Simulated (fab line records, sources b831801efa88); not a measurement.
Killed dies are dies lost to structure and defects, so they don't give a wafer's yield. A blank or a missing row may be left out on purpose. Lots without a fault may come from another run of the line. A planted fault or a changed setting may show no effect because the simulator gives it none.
Which tool did it? | flow sky130 | 13 lots, 39 wafers sampled, at 5 steps of a route of 708

WHAT THE GAUGES READ, wafer by wafer
SKY_POLY_GATE_THK_MEAS_01.
lot  | measured     | on            | POLY_GATE_CVD_00_THK (nm)
L414 | day 14 09:30 | film_metro-03 | 181.5 180.5 179.5
L417 | day 15 07:28 | film_metro-03 | 180.6 178.8 179.1
L416 | day 15 10:22 | film_metro-02 | 181.0 180.0 180.0
L418 | day 16 04:41 | film_metro-01 | 196.3 196.9 195.2
L419 | day 16 19:10 | film_metro-03 | 200.9 200.0 199.2
L421 | day 17 02:41 | film_metro-03 | 197.0 198.1 199.6
L428 | day 19 16:13 | film_metro-03 | 181.8 180.7 180.8
L430 | day 19 21:57 | film_metro-03 | 176.2 176.9 176.5
L432 | day 20 16:11 | film_metro-02 | 180.0 180.8 180.2
L433 | day 21 03:17 | film_metro-03 | 180.3 179.0 179.5
L434 | day 21 08:07 | film_metro-03 | 181.3 180.3 182.1
L435 | day 21 15:46 | film_metro-02 | 180.1 180.6 178.6
L436 | day 22 08:13 | film_metro-01 | 179.1 180.0 178.7

SKY_SD_N_OVL_MEAS_08.
lot  | measured     | on         | SD_N_OVL (nm)
L414 | day 28 06:40 | overlay-01 | 0.0 0.4 1.1
L417 | day 29 04:52 | overlay-01 | 1.8 1.4 1.7
L416 | day 29 10:39 | overlay-02 | -1.0 -2.1 -2.0
L418 | day 30 05:14 | overlay-02 | -0.5 0.2 -0.9
L419 | day 30 21:26 | overlay-02 | 1.9 -0.5 -0.5
L421 | day 31 00:13 | overlay-02 | 0.1 1.5 -0.6
L428 | day 33 12:27 | overlay-02 | -0.1 1.1 1.8
L430 | day 33 13:35 | overlay-01 | 1.0 -0.7 0.3
L432 | day 34 04:52 | overlay-01 | -1.4 -0.3 0.2
L433 | day 34 15:04 | overlay-02 | 1.7 -1.3 -0.8
L434 | day 34 18:22 | overlay-02 | 0.2 1.7 2.2
L435 | day 35 02:08 | overlay-01 | -0.5 -2.0 0.0
L436 | day 35 16:32 | overlay-02 | -1.3 0.0 1.6

SKY_SD_N_RS_MEAS_16: measures by four-point-probe.
lot  | measured     | on            | SD_N_RS (ohm/sq)
L414 | day 28 07:23 | film_metro-01 | 68.61 68.52 68.41
L417 | day 29 05:38 | film_metro-01 | 68.67 68.62 68.68
L416 | day 29 11:23 | film_metro-01 | 68.71 68.55 68.60
L418 | day 30 05:58 | film_metro-03 | 68.47 68.56 68.60
L419 | day 30 22:09 | film_metro-02 | 68.70 68.45 68.64
L421 | day 31 00:57 | film_metro-02 | 68.56 68.55 68.61
L428 | day 33 13:11 | film_metro-03 | 68.62 68.48 68.60
L430 | day 33 14:20 | film_metro-01 | 68.63 68.43 68.69
L432 | day 34 05:38 | film_metro-01 | 68.58 68.39 68.40
L433 | day 34 15:47 | film_metro-02 | 68.48 68.70 68.72
L434 | day 34 19:08 | film_metro-02 | 68.71 68.68 68.66
L435 | day 35 02:52 | film_metro-02 | 68.56 68.55 68.47
L436 | day 35 17:17 | film_metro-03 | 68.59 68.68 68.68

SKY_CONTACT_BOW_MEAS_05.
lot  | measured     | on            | CONTACT_BOW (um)
L414 | day 30 19:41 | film_metro-04 | 85 85 73
L417 | day 31 18:38 | film_metro-02 | 83 82 76
L416 | day 31 23:27 | film_metro-03 | 81 90 86
L418 | day 32 19:01 | film_metro-02 | 76 83 80
L419 | day 33 10:09 | film_metro-04 | 88 79 82
L421 | day 33 11:55 | film_metro-03 | 84 75 89
L428 | day 35 21:57 | film_metro-02 | 84 90 76
L430 | day 35 22:41 | film_metro-02 | 95 78 85
L432 | day 36 15:02 | film_metro-02 | 92 86 78
L433 | day 37 01:55 | film_metro-03 | 93 84 89
L434 | day 37 02:59 | film_metro-02 | 99 93 90
L435 | day 37 10:16 | film_metro-03 | 88 84 82
L436 | day 38 00:26 | film_metro-02 | 80 76 100

WHICH TOOL RAN EACH LOT (tool, then ch and the chambers of the sampled wafers, then the start)
lot  | SKY_POLY_GATE_CVD_00
L414 | lpcvd-01 ch 1, day 14 08:18
L417 | lpcvd-01 ch 0, day 15 06:16
L416 | lpcvd-01 ch 1, day 15 09:10
L418 | lpcvd-01 ch 0, day 16 03:29
L419 | lpcvd-01 ch 1, day 16 17:22
L421 | lpcvd-01 ch 0, day 17 01:28
L428 | lpcvd-01 ch 0, day 19 14:58
L430 | lpcvd-01 ch 1, day 19 20:44
L432 | lpcvd-01 ch 0, day 20 14:59
L433 | lpcvd-01 ch 1, day 21 02:05
L434 | lpcvd-01 ch 0, day 21 06:53
L435 | lpcvd-01 ch 0, day 21 14:34
L436 | lpcvd-01 ch 0, day 22 07:01
- SKY_POLY_GATE_CVD_00: deposits poly-Si, target thk 180 nm, time 720 s.

WHAT THE TOOLS THEMSELVES READ (means of the sampled wafers that have a number; where no wafer has one, the mark that the record gives instead)
SKY_POLY_GATE_CVD_00.
lot  | tool     | pressure_mtorr (mTorr) | susceptor_temp_C (C) | zone_power_centre_pct (%)
L414 | lpcvd-01 | 200.1                  | 619.79               | 10.7
L417 | lpcvd-01 | 199.8                  | 620.25               | 8.9
L416 | lpcvd-01 | 200.1                  | 619.75               | 10.8
L418 | lpcvd-01 | 240.2                  | 619.87               | 9.0
L419 | lpcvd-01 | 239.2                  | 619.85               | 10.7
L421 | lpcvd-01 | 239.6                  | 620.15               | 9.0
L428 | lpcvd-01 | 200.2                  | 620.22               | 9.0
L430 | lpcvd-01 | 200.0                  | 619.83               | 10.8
L432 | lpcvd-01 | 200.1                  | 619.92               | 8.9
L433 | lpcvd-01 | 200.5                  | 619.83               | 10.7
L434 | lpcvd-01 | 200.1                  | 619.90               | 9.0
L435 | lpcvd-01 | 199.6                  | 619.82               | 9.0
L436 | lpcvd-01 | 200.1                  | 620.05               | 8.7

THE ANSWER, worked out from the rows above alone
Rule: what is usual is taken from the lots themselves. Put in order of their means at a reading, lots are off if they are a third of the lots or fewer, leave a main group of 4 or more, and stand apart from it by a gap of 3 or more times the standard deviation of the main group's means; of several such gaps the widest counts. A main group whose means are all the same, to the digits that the tables above print for the reading, isn't used. A lot without any number at a reading at which 4 lots or more have one is off too. The other lots that the step has rows for count as sound. The gauges are gone through in route order, then the tools' own readings, and for those a lot's mean is taken as printed above. The first step at which some lot is off is used, and at that step the reading that is off furthest; a lot without a number counts as furthest.
Off: L418, L419, L421, at SKY_POLY_GATE_THK_MEAS_01 (POLY_GATE_CVD_00_THK). The main group: mean 179.8 nm, standard deviation 1.3.
A tool fits if, at a process step before that reading, it ran every lot that is off, and no sound lot after the first of them. The gauges at SKY_POLY_GATE_THK_MEAS_01 aren't tried: what is off there is off at SKY_POLY_GATE_CVD_00 too, on other tools, and a gauge's error can't cause that. None of those tried fits.

WHAT THE SIMULATOR HAD PUT IN
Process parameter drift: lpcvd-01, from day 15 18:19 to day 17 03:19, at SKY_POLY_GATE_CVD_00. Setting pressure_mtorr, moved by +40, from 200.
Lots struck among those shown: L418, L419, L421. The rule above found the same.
